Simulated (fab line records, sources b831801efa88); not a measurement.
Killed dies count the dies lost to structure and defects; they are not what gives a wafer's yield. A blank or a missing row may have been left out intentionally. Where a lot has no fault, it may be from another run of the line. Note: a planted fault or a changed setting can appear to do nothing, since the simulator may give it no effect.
Which tool is to blame? -- flow gf180mcu -- Sampling: 13 lots, 39 wafers, 5 of 602 route steps

WHAT THE GAUGES SHOWED, per wafer
The record lacks any reading of a measuring or inspecting step that a usual standard deviation could be used to judge.

WHAT TOOL EACH LOT RAN ON (gives the tool, then ch and the chambers of the sampled wafers, and finally the start)
lot,GF_VT_IMPLANT_COAT_35,GF_VT_IMPLANT_STRIP_42,GF_VT_IMPLANT_RTA_45,GF_SALICIDE_RTA_08,GF_M1_STRIP_17
L352,"litho-track-02 ch 0, day 7 00:59","plasma-asher-02 ch 0,1, day 7 09:02","rtp-anneal-01 ch 0, day 7 09:15","rtp-anneal-02 ch 0, day 14 21:14","plasma-asher-03 ch 0,1, day 16 20:28"
L355,"litho-track-02 ch 0, day 7 23:35","plasma-asher-02 ch 1, day 8 08:14","rtp-anneal-01 ch 0, day 8 08:27","rtp-anneal-02 ch 0, day 16 03:59","plasma-asher-02 ch 0, day 18 04:34"
L356,"litho-track-03 ch 0, day 8 13:59","plasma-asher-04 ch 0,1, day 8 22:35","rtp-anneal-01 ch 0, day 8 22:49","rtp-anneal-02 ch 0, day 16 21:46","plasma-asher-04 ch 0,1, day 19 03:17"
L358,"litho-track-03 ch 0, day 9 03:01","plasma-asher-03 ch 0,1, day 9 12:16","rtp-anneal-01 ch 0, day 9 12:29","rtp-anneal-02 ch 0, day 17 19:15","plasma-asher-02 ch 0,1, day 19 21:35"
L359,"litho-track-01 ch 0, day 9 11:49","plasma-asher-04 ch 0,1, day 9 20:56","rtp-anneal-01 ch 0, day 9 21:08","rtp-anneal-02 ch 0, day 18 01:53","plasma-asher-04 ch 0,1, day 20 04:21"
L366,"litho-track-02 ch 0, day 11 07:44","plasma-asher-04 ch 0,1, day 11 17:59","rtp-anneal-01 ch 0, day 11 18:11","rtp-anneal-02 ch 0, day 20 14:07","plasma-asher-02 ch 0,1, day 22 16:39"
L367,"litho-track-02 ch 0, day 11 15:36","plasma-asher-02 ch 0,1, day 12 00:59","rtp-anneal-02 ch 0, day 12 01:13","rtp-anneal-01 ch 0, day 21 02:27","plasma-asher-04 ch 0,1, day 23 04:37"
L368,"litho-track-03 ch 0, day 11 18:58","plasma-asher-03 ch 0,1, day 12 04:19","rtp-anneal-01 ch 0, day 12 04:31","rtp-anneal-02 ch 0, day 21 04:32","plasma-asher-02 ch 0,1, day 23 05:56"
L369,"litho-track-03 ch 0, day 11 20:50","plasma-asher-03 ch 0,1, day 12 06:26","rtp-anneal-01 ch 0, day 12 06:40","rtp-anneal-02 ch 0, day 21 10:33","plasma-asher-02 ch 0,1, day 23 11:50"
L370,"litho-track-01 ch 0, day 12 05:52","plasma-asher-04 ch 0,1, day 12 16:21","rtp-anneal-01 ch 0, day 12 16:36","rtp-anneal-01 ch 0, day 21 17:38","plasma-asher-02 ch 0,1, day 23 18:50"
L372,"litho-track-01 ch 0, day 12 17:43","plasma-asher-03 ch 0,1, day 13 03:24","rtp-anneal-01 ch 0, day 13 03:37","rtp-anneal-02 ch 0, day 22 08:56","plasma-asher-03 ch 0,1, day 24 09:29"
L373,"litho-track-03 ch 0, day 13 01:47","plasma-asher-03 ch 0,1, day 13 12:07","rtp-anneal-02 ch 0, day 13 12:20","rtp-anneal-01 ch 0, day 22 17:05","plasma-asher-02 ch 0,1, day 24 14:29"
L374,"litho-track-01 ch 0, day 13 07:23","plasma-asher-02 ch 0,1, day 13 17:17","rtp-anneal-01 ch 0, day 13 17:31","rtp-anneal-02 ch 0, day 22 20:23","plasma-asher-04 ch 0,1, day 24 19:52"
- GF_VT_IMPLANT_COAT_35: resist thk 1000 nm.
- GF_VT_IMPLANT_STRIP_42: strips in O2/N2.
- GF_VT_IMPLANT_RTA_45: time 30 s.
- GF_SALICIDE_RTA_08: time 30 s.
- GF_M1_STRIP_17: strips in O2/N2.

AS READ BY THE TOOLS THEMSELVES (means over the sampled wafers that have a number; for cases with no such wafer, the mark the record gives instead)
GF_VT_IMPLANT_STRIP_42. Usual: drypump-motor-current-A 5.5 A, standard deviation 0.42; heater-power-w 321 W, standard deviation 28; oes-product-au 0.716 a.u., standard deviation 0.0044; strip-time-to-endpoint-s 12.64 s, standard deviation 0.038.
lot,tool,drypump-motor-current-A (A),heater-power-w (W),oes-product-au (a.u.),strip-time-to-endpoint-s (s),flag
L352,plasma-asher-02,5.9,338,0.716,12.64,
L355,plasma-asher-02,6.0,354,0.717,12.63,
L356,plasma-asher-04,5.1,334,0.715,12.68,
L358,plasma-asher-03,5.6,297,0.716,12.67,
L359,plasma-asher-04,5.2,345,0.717,12.64,
L366,plasma-asher-04,5.2,338,0.713,12.46,OFF
L367,plasma-asher-02,5.9,338,0.713,12.48,OFF
L368,plasma-asher-03,5.3,318,0.719,12.62,
L369,plasma-asher-03,5.6,298,0.716,12.68,
L370,plasma-asher-04,5.3,345,0.715,12.61,
L372,plasma-asher-03,5.3,316,0.720,12.60,
L373,plasma-asher-03,5.3,318,0.715,12.64,
L374,plasma-asher-02,5.9,340,0.713,12.56,

GF_VT_IMPLANT_RTA_45. Usual: lamp-power-pct 39.1 %, standard deviation 2.7; wafer_temp_C_max 1054.2, standard deviation 0.93.
lot,tool,lamp-power-pct (%),wafer_temp_C_max,flag
L352,rtp-anneal-01,41.1,1053.4,
L355,rtp-anneal-01,41.0,1055.1,
L356,rtp-anneal-01,41.0,1054.1,
L358,rtp-anneal-01,41.0,1054.3,
L359,rtp-anneal-01,41.0,1053.3,
L366,rtp-anneal-01,41.0,1053.5,
L367,rtp-anneal-02,35.4,1055.5,
L368,rtp-anneal-01,41.0,1053.8,
L369,rtp-anneal-01,41.0,1054.3,
L370,rtp-anneal-01,41.0,1053.7,
L372,rtp-anneal-01,41.0,1054.3,
L373,rtp-anneal-02,35.4,1054.9,
L374,rtp-anneal-01,41.0,1054.0,

GF_SALICIDE_RTA_08. Usual: lamp-power-pct 18.0 %, standard deviation 1.3; wafer_temp_C_max 803.4, standard deviation 0.7.
lot,tool,lamp-power-pct (%),wafer_temp_C_max,flag
L352,rtp-anneal-02,17.1,803.1,
L355,rtp-anneal-02,17.1,804.1,
L356,rtp-anneal-02,17.1,803.0,
L358,rtp-anneal-02,17.1,804.1,
L359,rtp-anneal-02,17.1,804.0,
L366,rtp-anneal-02,17.1,803.2,
L367,rtp-anneal-01,19.8,804.2,
L368,rtp-anneal-02,17.1,802.7,
L369,rtp-anneal-02,17.1,804.0,
L370,rtp-anneal-01,19.8,804.0,
L372,rtp-anneal-02,17.0,802.6,
L373,rtp-anneal-01,19.8,802.5,
L374,rtp-anneal-02,17.0,803.4,

GF_M1_STRIP_17. Usual: drypump-motor-current-A 5.5 A, standard deviation 0.4; heater-power-w 326 W, standard deviation 25; oes-product-au 0.559 a.u., standard deviation 0.0048; strip-time-to-endpoint-s 7.88 s, standard deviation 0.04.
lot,tool,drypump-motor-current-A (A),heater-power-w (W),oes-product-au (a.u.),strip-time-to-endpoint-s (s),flag
L352,plasma-asher-03,5.6,302,0.561,7.94,
L355,plasma-asher-02,5.6,313,0.560,7.87,
L356,plasma-asher-04,5.2,341,0.556,7.88,
L358,plasma-asher-02,5.9,337,0.563,7.86,
L359,plasma-asher-04,5.2,340,0.557,7.90,
L366,plasma-asher-02,5.7,324,0.563,7.91,
L367,plasma-asher-04,5.3,336,0.560,7.90,
L368,plasma-asher-02,5.9,340,0.558,7.86,
L369,plasma-asher-02,5.9,335,0.557,7.83,
L370,plasma-asher-02,5.7,324,0.556,7.88,
L372,plasma-asher-03,5.6,299,0.555,7.83,
L373,plasma-asher-02,5.7,326,0.562,7.90,
L374,plasma-asher-04,5.3,343,0.562,7.90,

THE ANSWER, worked out from the rows above alone
Rule: take the mean of a lot's wafers that have a number; if it is more than 3 standard deviations from the usual mean, the lot is off. Also off: a lot with no number at a reading for which 4 or more lots have one. Any other lot the step has rows for is counted as sound. First the gauges in route order, then the tools' own readings, where a lot's mean is used as printed above. At the first step where some lot is off, the reading lying furthest off is the one used; lots without a number count as furthest.
Off: L366, L367, at GF_VT_IMPLANT_STRIP_42 (strip-time-to-endpoint-s).
A tool fits if, at that step or a process step before it, it ran every lot that is off, and no sound lot after the first of them. One candidate fits, namely litho-track-02 at GF_VT_IMPLANT_COAT_35. Its last sound lot is L355 (day 7 23:35), its first lot that is off L366 (day 11 07:44): a fault that began between those two fits.

WHAT THE SIMULATOR PUT IN
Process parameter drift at GF_VT_IMPLANT_COAT_35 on litho-track-02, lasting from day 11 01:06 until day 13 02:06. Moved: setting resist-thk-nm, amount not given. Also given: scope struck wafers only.
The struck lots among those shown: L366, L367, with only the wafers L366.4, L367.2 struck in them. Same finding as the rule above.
